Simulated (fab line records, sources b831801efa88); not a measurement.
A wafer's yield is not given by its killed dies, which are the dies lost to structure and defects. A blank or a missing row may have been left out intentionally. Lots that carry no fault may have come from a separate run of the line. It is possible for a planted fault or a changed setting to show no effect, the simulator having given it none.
Which of the tools did it? ; flow gf180mcu ; 13 lots with 39 wafers sampled at 4 steps, on a route of 602 steps

## WHAT EACH GAUGE READ, for each wafer
GF_V5_THK_MEAS_25: measures by xrf.
lot;measured;on;V5_W_THK (nm)
L487;day 27 04:13;filmMetro-04;360 363 358
L488;day 27 13:25;filmMetro-01;341 342 343
L489;day 27 14:14;filmMetro-02;344 341 344
L490;day 28 05:06;filmMetro-01;348 350 352
L491;day 28 15:20;filmMetro-01;349 350 346
L492;day 29 02:11;filmMetro-02;343 344 339
L501;day 31 09:31;filmMetro-04;354 354 352
L503;day 32 00:07;filmMetro-02;341 344 344
L505;day 32 10:05;filmMetro-01;356 350 355
L506;day 32 15:55;filmMetro-01;348 350 347
L508;day 33 05:18;filmMetro-04;347 348 345
L509;day 33 08:58;filmMetro-04;348 357 353
L510;day 33 13:23;filmMetro-02;347 341 344

GF_TOP_METAL_THK_MEAS_06: measures by xrf.
lot;measured;on;TOP_METAL_ALCU_THK (nm)
L487;day 27 05:07;filmMetro-04;906 902 911
L488;day 27 14:34;filmMetro-01;904 892 907
L489;day 27 15:28;filmMetro-04;903 899 888
L490;day 28 05:48;filmMetro-04;895 890 887
L491;day 28 16:02;filmMetro-01;907 900 903
L492;day 29 02:53;filmMetro-01;911 910 907
L501;day 31 10:13;filmMetro-01;883 889 887
L503;day 32 00:49;filmMetro-03;898 895 900
L505;day 32 10:47;filmMetro-03;893 894 899
L506;day 32 16:37;filmMetro-03;909 904 902
L508;day 33 06:00;filmMetro-03;916 920 918
L509;day 33 09:40;filmMetro-01;906 911 907
L510;day 33 14:05;filmMetro-03;898 904 905

GF_PASSIVATION_BOW_MEAS_14.
lot;measured;on;PASSIVATION_BOW (um)
L487;day 29 00:24;filmMetro-02;129 127 132
L488;day 29 08:31;filmMetro-02;143 137 135
L489;day 29 09:29;filmMetro-02;114 120 134
L490;day 29 21:47;filmMetro-03;132 138 135
L491;day 30 07:40;filmMetro-02;138 142 147
L492;day 30 17:14;filmMetro-02;117 126 129
L501;day 32 22:56;filmMetro-04;124 133 148
L503;day 33 12:19;filmMetro-02;135 147 124
L505;day 33 21:10;filmMetro-03;135 138 144
L506;day 34 04:10;filmMetro-03;144 147 130
L508;day 34 15:40;filmMetro-02;137 143 124
L509;day 34 18:57;filmMetro-03;125 130 117
L510;day 34 23:07;filmMetro-04;126 127 132

## TOOL THAT RAN EACH LOT (tool first, then ch and the chambers of the sampled wafers, then the start)
lot;GF_V1_CVD_00
L487;hdpcvd-01 ch 0,1, day 16 23:56
L488;hdpcvd-01 ch 1,2, day 17 09:53
L489;hdpcvd-01 ch 0,2, day 17 13:19
L490;hdpcvd-02 ch 0,1, day 18 08:12
L491;hdpcvd-02 ch 0,2, day 18 17:56
L492;hdpcvd-01 ch 0,1,2, day 19 08:19
L501;hdpcvd-02 ch 0,1,2, day 22 07:17
L503;hdpcvd-01 ch 0,1,2, day 23 01:55
L505;hdpcvd-01 ch 0,2, day 23 14:58
L506;hdpcvd-01 ch 0,1,2, day 23 23:18
L508;hdpcvd-01 ch 1,2, day 24 15:47
L509;hdpcvd-01 ch 0,1,2, day 24 21:26
L510;hdpcvd-02 ch 0,1,2, day 25 06:13
- GF_V1_CVD_00: deposits SiO2, target thk 600 nm, time 100 s.

## WHAT THE TOOLS THEMSELVES READ (means of the sampled wafers that have a number; where no wafer has one, the mark that the record gives instead)
The record holds no such reading with a usual standard deviation.

## THE ANSWER, worked out from the rows above alone
Rule: the lots themselves supply what counts as usual. The widest of any qualifying gaps counts: lots, ordered by their means at a reading, are off when they make up no more than a third of the lots, leave a main group of 4 or more, and stand apart from it by 3 or more times the standard deviation of that group's means. If all means in a main group match to the digits the tables above print for the reading, that group is not used. A lot without any number at a reading at which 4 lots or more have one is off too. Any other lot the step has rows for is counted as sound. After the gauges, taken in route order, come the tools' own readings; for these a lot's mean is taken, as printed above. The first step at which some lot is off is used, and at that step the reading that is off furthest; a lot without a number counts as furthest.
Across all readings shown, no lot is off: no conclusion can be drawn from this.

## WHAT HAD BEEN PUT IN BY THE SIMULATOR
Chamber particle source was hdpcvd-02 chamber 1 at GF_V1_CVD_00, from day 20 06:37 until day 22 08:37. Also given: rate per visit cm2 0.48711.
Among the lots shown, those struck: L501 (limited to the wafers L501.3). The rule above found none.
